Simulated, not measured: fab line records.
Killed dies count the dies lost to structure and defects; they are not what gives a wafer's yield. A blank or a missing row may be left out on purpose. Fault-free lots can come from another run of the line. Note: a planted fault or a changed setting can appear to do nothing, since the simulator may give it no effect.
Matching of chambers || flow sky130 || pecvd-02 running SKY_CONTACT_CVD_00: 3 sister chambers
The step deposits Si3N4, target thk 75 nm. 3 wafers are shown with their chamber, then 11 later ones without.

## EACH WAFER AND ITS CHAMBER
{"wafer": "L085.5", "chamber": 0, "heater power w (W)": 787}
{"wafer": "L086.1", "chamber": 2, "heater power w (W)": 953}
{"wafer": "L089.4", "chamber": 1, "heater power w (W)": 845}

## WAFERS WHOSE CHAMBER IS MISSING
{"wafer": "L089.5", "heater power w (W)": 918}
{"wafer": "L089.6", "heater power w (W)": 687}
{"wafer": "L091.4", "heater power w (W)": 950}
{"wafer": "L091.5", "heater power w (W)": 797}
{"wafer": "L091.6", "heater power w (W)": 838}
{"wafer": "L094.1", "heater power w (W)": 932}
{"wafer": "L094.2", "heater power w (W)": 745}
{"wafer": "L094.5", "heater power w (W)": 943}
{"wafer": "L096.3", "heater power w (W)": 755}
{"wafer": "L096.4", "heater power w (W)": 753}
{"wafer": "L096.5", "heater power w (W)": 848}

## WHICH CHAMBER EACH WENT THROUGH
{"wafer": "L089.5", "from the rows above": "can't be placed: 2 or 1", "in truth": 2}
{"wafer": "L089.6", "from the rows above": "can't be placed: 0 or 1", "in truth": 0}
{"wafer": "L091.4", "from the rows above": 2, "in truth": 2}
{"wafer": "L091.5", "from the rows above": "can't be placed: 0 or 1", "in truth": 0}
{"wafer": "L091.6", "from the rows above": "can't be placed: 1 or 0", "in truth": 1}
{"wafer": "L094.1", "from the rows above": "can't be placed: 2 or 1", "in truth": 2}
{"wafer": "L094.2", "from the rows above": "can't be placed: 0 or 1", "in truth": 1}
{"wafer": "L094.5", "from the rows above": 2, "in truth": 2}
{"wafer": "L096.3", "from the rows above": "can't be placed: 0 or 1", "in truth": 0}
{"wafer": "L096.4", "from the rows above": "can't be placed: 0 or 1", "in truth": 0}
{"wafer": "L096.5", "from the rows above": "can't be placed: 1 or 0", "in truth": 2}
Correct placement for 2 of the 11. Can't be placed from these rows: 9 (the true chamber is among the candidates in 8). Number placed wrongly: 0.
How it was worked out, from the rows above alone: a wafer's distance from a chamber is the root of the sum, over the readings, of the square of ((its reading less the chamber's mean) divided by the reading's scatter). The wafer belongs to the nearest chamber; if the next one is less than 2 further off, it can't be placed. A chamber's mean is the mean of its shown wafers. The scatter: with one shown wafer a chamber, the root of the mean of the squares of how far each hidden wafer lies from its nearest shown one.
